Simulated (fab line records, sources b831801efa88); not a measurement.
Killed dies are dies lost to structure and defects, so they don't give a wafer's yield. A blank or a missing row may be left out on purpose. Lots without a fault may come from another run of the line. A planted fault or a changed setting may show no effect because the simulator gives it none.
Which tool did it? | flow sky130 | 12 lots, 36 wafers sampled, at 4 steps of a route of 708

WHAT THE GAUGES READ, wafer by wafer
SKY_CONTACT_THK_MEAS_26: measures by xrf.
lot  | measured     | on            | CONTACT_W_THK (nm)
L145 | day 31 08:56 | film_metro-04 | 355 360 350
L146 | day 31 19:56 | film_metro-02 | 355 351 352
L147 | day 32 06:24 | film_metro-02 | 359 360 359
L148 | day 32 08:17 | film_metro-02 | 359 361 354
L149 | day 33 02:08 | film_metro-04 | 349 348 354
L150 | day 33 16:23 | film_metro-03 | 353 348 352
L152 | day 34 02:32 | film_metro-02 | 354 358 354
L153 | day 34 07:28 | film_metro-03 | 352 352 349
L155 | day 36 04:40 | film_metro-04 | 361 356 352
L160 | day 36 10:07 | film_metro-04 | 361 363 365
L161 | day 36 16:05 | film_metro-03 | 353 352 349
L164 | day 38 06:07 | film_metro-02 | 359 359 356

WHICH TOOL RAN EACH LOT (tool, then ch and the chambers of the sampled wafers, then the start)
lot  | SKY_FIELD_ISO_ETCH_17           | SKY_LI_CONTACT_CMP_24         | SKY_CONTACT_CVD_00
L145 | rie_si-02 ch 0,2, day 2 05:28   | cmp-02 ch 0,2,3, day 28 23:07 | pecvd-04 ch 0,1,2, day 30 03:40
L146 | rie_si-02 ch 1,2,3, day 2 13:16 | cmp-01 ch 1,2,3, day 29 09:00 | pecvd-04 ch 0,1,2, day 30 14:21
L147 | rie_si-01 ch 0,1, day 2 17:16   | cmp-02 ch 1,2, day 29 20:37   | pecvd-01 ch 0,1, day 31 01:52
L148 | rie_si-02 ch 0,3, day 2 20:25   | cmp-02 ch 1,3, day 29 22:13   | pecvd-04 ch 0,1, day 31 02:49
L149 | rie_si-01 ch 0,1,3, day 3 01:46 | cmp-01 ch 2,3, day 30 15:59   | pecvd-01 ch 0,1,2, day 31 21:43
L150 | rie_si-01 ch 0,1,2, day 3 06:37 | cmp-02 ch 0,1,3, day 31 06:59 | pecvd-04 ch 0,1, day 32 12:19
L152 | rie_si-01 ch 2,3, day 3 16:46   | cmp-02 ch 0,1,2, day 31 18:14 | pecvd-02 ch 0,1,2, day 32 22:28
L153 | rie_si-02 ch 0,2,3, day 3 23:25 | cmp-02 ch 0,1,3, day 31 22:59 | pecvd-02 ch 1,2, day 33 03:25
L155 | rie_si-02 ch 0,1,3, day 4 09:52 | cmp-02 ch 1,2,3, day 33 19:56 | pecvd-01 ch 0,2, day 35 00:20
L160 | rie_si-01 ch 0,1, day 5 11:46   | cmp-02 ch 0,2, day 34 01:48   | pecvd-04 ch 0,1,2, day 35 05:29
L161 | rie_si-02 ch 0,2,3, day 5 15:46 | cmp-01 ch 0,1,3, day 34 09:06 | pecvd-04 ch 0,1,2, day 35 12:20
L164 | rie_si-02 ch 0,3, day 6 07:37   | cmp-01 ch 0,2,3, day 35 22:20 | pecvd-01 ch 1,2, day 37 02:46
- SKY_FIELD_ISO_ETCH_17: etches Si in HBr/Cl2/O2, target depth 342 nm, time 97.7 s.
- SKY_LI_CONTACT_CMP_24: polishes, stops on PSG, t overpolish 20 s, target thk 0 nm.
- SKY_CONTACT_CVD_00: deposits Si3N4, target thk 75 nm.

WHAT THE TOOLS THEMSELVES READ (means of the sampled wafers that have a number; where no wafer has one, the mark that the record gives instead)
SKY_FIELD_ISO_ETCH_17.
lot  | tool      | bias_w (W) | drypump_motor_current_A (A) | oes_product_au (a.u.) | run_length_s (s) | throttle_valve_pct (%)
L145 | rie_si-02 | 150.0      | 6.6                         | 1.008                 | 126.3            | 25.640
L146 | rie_si-02 | 150.4      | 6.0                         | 1.006                 | 126.0            | 25.646
L147 | rie_si-01 | 150.0      | 6.4                         | 0.995                 | 126.0            | 25.659
L148 | rie_si-02 | 149.8      | 6.3                         | 1.007                 | 126.0            | 25.655
L149 | rie_si-01 | 149.9      | 6.3                         | 1.003                 | 126.3            | 25.657
L150 | rie_si-01 | 150.2      | 6.3                         | 0.998                 | 126.5            | 25.666
L152 | rie_si-01 | 150.2      | 6.1                         | 1.000                 | 126.1            | 25.655
L153 | rie_si-02 | 149.9      | 6.5                         | 1.000                 | 126.2            | 25.650
L155 | rie_si-02 | 150.2      | 6.0                         | 0.997                 | 126.1            | 25.655
L160 | rie_si-01 | 150.1      | 6.3                         | 0.993                 | 129.0            | 25.662
L161 | rie_si-02 | 149.8      | 6.5                         | 0.996                 | 126.2            | 25.664
L164 | rie_si-02 | 150.5      | 6.3                         | 1.003                 | 126.1            | 25.660

SKY_LI_CONTACT_CMP_24.
lot  | tool   | motor_current_A (A) | overpolish_run_s (s) | slurry_filter_dp_kPa (kPa) | slurry_flow_ml_min | time_to_endpoint_s (s)
L145 | cmp-02 | 11.0                | 20.009               | 13.38                      | 149.6              | 98
L146 | cmp-01 | 11.6                | 20.002               | 13.52                      | 149.8              | 95
L147 | cmp-02 | 10.6                | 19.993               | 13.43                      | 150.4              | 103
L148 | cmp-02 | 11.0                | 20.006               | 13.53                      | 149.7              | 99
L149 | cmp-01 | 12.5                | 20.000               | 13.41                      | 150.3              | 96
L150 | cmp-02 | 10.5                | 19.999               | 13.40                      | 149.6              | 95
L152 | cmp-02 | 10.2                | 20.008               | 13.64                      | 150.4              | 99
L153 | cmp-02 | 10.4                | 20.000               | 13.56                      | 149.9              | 96
L155 | cmp-02 | 11.3                | 19.994               | 13.44                      | 150.2              | 96
L160 | cmp-02 | 10.0                | 20.003               | 13.48                      | 149.8              | 98
L161 | cmp-01 | 10.7                | 20.001               | 13.46                      | 149.9              | 95
L164 | cmp-01 | 11.4                | 20.006               | 13.58                      | 150.3              | 100

SKY_CONTACT_CVD_00.
lot  | tool     | heater_power_w (W)
L145 | pecvd-04 | 676
L146 | pecvd-04 | 703
L147 | pecvd-01 | 669
L148 | pecvd-04 | 767
L149 | pecvd-01 | 760
L150 | pecvd-04 | 685
L152 | pecvd-02 | 712
L153 | pecvd-02 | 720
L155 | pecvd-01 | 743
L160 | pecvd-04 | 751
L161 | pecvd-04 | 647
L164 | pecvd-01 | 738

THE ANSWER, worked out from the rows above alone
Rule: what is usual is taken from the lots themselves. Put in order of their means at a reading, lots are off if they are a third of the lots or fewer, leave a main group of 4 or more, and stand apart from it by a gap of 3 or more times the standard deviation of the main group's means; of several such gaps the widest counts. A main group whose means are all the same, to the digits that the tables above print for the reading, isn't used. A lot without any number at a reading at which 4 lots or more have one is off too. The other lots that the step has rows for count as sound. The gauges are gone through in route order, then the tools' own readings, and for those a lot's mean is taken as printed above. The first step at which some lot is off is used, and at that step the reading that is off furthest; a lot without a number counts as furthest.
Off: L160, at SKY_FIELD_ISO_ETCH_17 (run_length_s). The main group: mean 126.2 s, standard deviation 0.15.
A tool fits if, at that step or a process step before it, it ran every lot that is off, and no sound lot after the first of them. One fits: rie_si-01 at SKY_FIELD_ISO_ETCH_17. Its last sound lot is L152 (day 3 16:46), its first lot that is off L160 (day 5 11:46): a fault that began between those two fits.
The tool's own readings at SKY_FIELD_ISO_ETCH_17 bear it out: on the lots that are off they differ by more than 5 times the standard deviation of the sound lots' means. run_length_s reads 129.0 s there against 126.2 s on the sound lots.

WHAT THE SIMULATOR HAD PUT IN
Process parameter drift: rie_si-01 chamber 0, from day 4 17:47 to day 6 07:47, at SKY_FIELD_ISO_ETCH_17. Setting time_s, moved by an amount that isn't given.
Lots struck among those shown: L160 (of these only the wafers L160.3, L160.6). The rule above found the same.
